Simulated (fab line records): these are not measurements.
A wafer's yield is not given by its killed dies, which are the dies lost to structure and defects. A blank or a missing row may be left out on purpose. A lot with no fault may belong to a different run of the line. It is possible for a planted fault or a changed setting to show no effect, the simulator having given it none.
Chamber matching -- flow gf180mcu -- hdpcvd-01 running GF_CONTACT_CVD_00: 3 sister chambers
The step deposits SiO2, target thk 300 nm, time 50 s. 6 wafers are shown with their chamber, then 8 later ones without.

## EACH WAFER AND ITS CHAMBER
wafer,chamber,sih4FlowSccm (sccm)
L803.6,2,60.05
L804.4,2,60.00
L807.5,0,59.98
L808.4,1,59.86
L808.5,0,59.88
L809.2,1,60.19

## WAFERS MISSING THEIR CHAMBER
wafer,sih4FlowSccm (sccm)
L809.5,60.14
L809.6,60.05
L825.2,59.92
L825.4,59.90
L825.6,60.26
L826.2,59.81
L826.3,60.12
L826.6,60.12

## EACH ONE'S CHAMBER
wafer,from the rows above,in truth
L809.5,can't be placed: 1 or 2 or 0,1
L809.6,can't be placed: 1 or 2 or 0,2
L825.2,can't be placed: 0 or 1 or 2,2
L825.4,can't be placed: 0 or 1 or 2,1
L825.6,can't be placed: 1 or 2 or 0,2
L826.2,can't be placed: 0 or 1 or 2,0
L826.3,can't be placed: 1 or 2 or 0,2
L826.6,can't be placed: 1 or 2 or 0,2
Placed correctly: 0 of 8. Not placeable from these rows: 8 (in 8, the candidates include the true chamber). Number placed wrongly: 0.
How it was worked out, from the rows above alone: a wafer's distance from a chamber is the root of the sum, over the readings, of the square of ((its reading less the chamber's mean) divided by the reading's scatter). If the next closest chamber is less than 2 further off than the closest, the wafer can't be placed; otherwise it belongs to the closest. The mean given for a chamber averages the wafers shown for that chamber. The scatter: take each reading less its chamber's mean, square it, sum over the shown wafers, divide by the number of wafers less the number of chambers, and take the root.
